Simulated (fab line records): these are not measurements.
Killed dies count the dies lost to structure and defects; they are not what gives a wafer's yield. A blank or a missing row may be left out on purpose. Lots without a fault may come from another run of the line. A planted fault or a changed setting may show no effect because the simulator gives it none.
Problem report, 8D (eight disciplines) form, completed by code + flow sky130 + the parts of the form that need people (team, actions taken, sign-off) are left out

1. THE PROBLEM
Mean METAL2_ALCU_RS at SKY_METAL2_RS_MEAS_05: 0.0988 ohm/sq over 6 wafers in 2 lots; fault-free wafers: 0.1271 ohm/sq, standard deviation 0.0015. Measured from the usual mean, that is -19 standard deviations.
The step: measures by four-point-probe.
The first sign was on wafer L515.1 at day 37 22:00, on film-metro-02. At this step, 30 wafers from 10 lots have a number in the record. Rule for "out", or "out of limits": more than 4 standard deviations from the usual mean. The rest of the wafers with a number are treated as sound.

2. WHAT THIS IS AND IS NOT
| question                    | is                           | is not                                                                          |
|-----------------------------|------------------------------|---------------------------------------------------------------------------------|
| which readings at this step | METAL2_ALCU_RS               | -                                                                               |
| which lots                  | L515, L516                   | L503, L510, L512, L513, L514, L517, L525, L526                                  |
| which wafers of those lots  | all that have a number       | -                                                                               |
| read on which gauges        | film-metro-02, film-metro-03 | film-metro-04                                                                   |
| when                        | from day 37 22:00            | up to then (15 sound wafers); but 9 sound wafers of L517, L525, L526 came after |

3. WHAT RULES OUT EACH SUSPECT
Counting: a tool stays on the suspect list if, at a process step up to the reading, it processed all lots that are out and no sound lot following the first of them.
- ruled out: the gauge at SKY_METAL2_RS_MEAS_05. Those wafers that are out were read across 2 gauges (film-metro-02, film-metro-03).
- pvd-sputter-03 at SKY_METAL2_SPUTTER_00 (material Ti, target thk 15 nm, time 10 s): kept. It processed each lot that is out, first L515 at day 37 21:52, and no sound lot thereafter; up to then, the last sound lot it processed was L513 at day 37 20:23.
- pvd-sputter-03 at SKY_METAL2_SPUTTER_02 (material AlCu, target thk 250 nm, time 13.3 s): kept. It processed each lot that is out, first L515 at day 37 21:55, and no sound lot thereafter; up to then, the last sound lot it processed was L513 at day 37 20:26.
After counting, pvd-sputter-03 at SKY_METAL2_SPUTTER_00 and pvd-sputter-03 at SKY_METAL2_SPUTTER_02 remain.

4. THE CAUSE (what the simulator had put in)
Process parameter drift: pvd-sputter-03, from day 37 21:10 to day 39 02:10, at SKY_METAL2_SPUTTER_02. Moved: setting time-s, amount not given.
This tool is one of the 2 suspects left after counting.

5. THE CHAIN OF EFFECTS, in route order
Each row: a reading whose mean over the struck wafers that have a number lies more than 3 standard deviations from the usual. Only readings whose record carries a usual standard deviation are examined. hours: median over the lots of the time between each lot's start at the first step of this table that gives one and its start at this step. sigmas: the change, counted in usual standard deviations.
| hours | step                     | reading         | usual         | on struck wafers | change  | sigmas |
|-------|--------------------------|-----------------|---------------|------------------|---------|--------|
| 0     | SKY_METAL2_RS_MEAS_05    | METAL2_ALCU_RS  | 0.1271 ohm/sq | 0.0988           | -0.0283 | -19    |
| 0     | SKY_METAL2_THK_MEAS_06   | METAL2_ALCU_THK | 248 nm        | 317              | +69     | +23    |
| 25    | SKY_METAL2_METAL_ETCH_19 | oes-product-au  | 0.854 a.u.    | 0.899            | +0.045  | +7.3   |
Here are the process steps it includes:
- SKY_METAL2_METAL_ETCH_19: etches the open film in Cl2/BCl3, stops on SiO2, target depth 360 nm, time 78 s.
At these later measuring or inspecting steps, every struck wafer for which the step has a row has a number for every such reading, and none has moved that far: SKY_METAL2_CD_MEAS_15.

6. HOW IT WOULD HAVE BEEN CAUGHT EARLIER
In this record the first reading out of limits at a measuring or inspecting step was taken at day 37 22:00, 1 hour after the fault began at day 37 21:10.
An alarm limit of 4 standard deviations would not have fired on the tool readings at SKY_METAL2_SPUTTER_02 for which the record gives a usual standard deviation, since none of them was out on any struck wafer.
Lots out: 2; of these, L516 started SKY_METAL2_SPUTTER_02 on pvd-sputter-03 after day 37 22:00. Had the tool been put on hold then, it would have been spared.
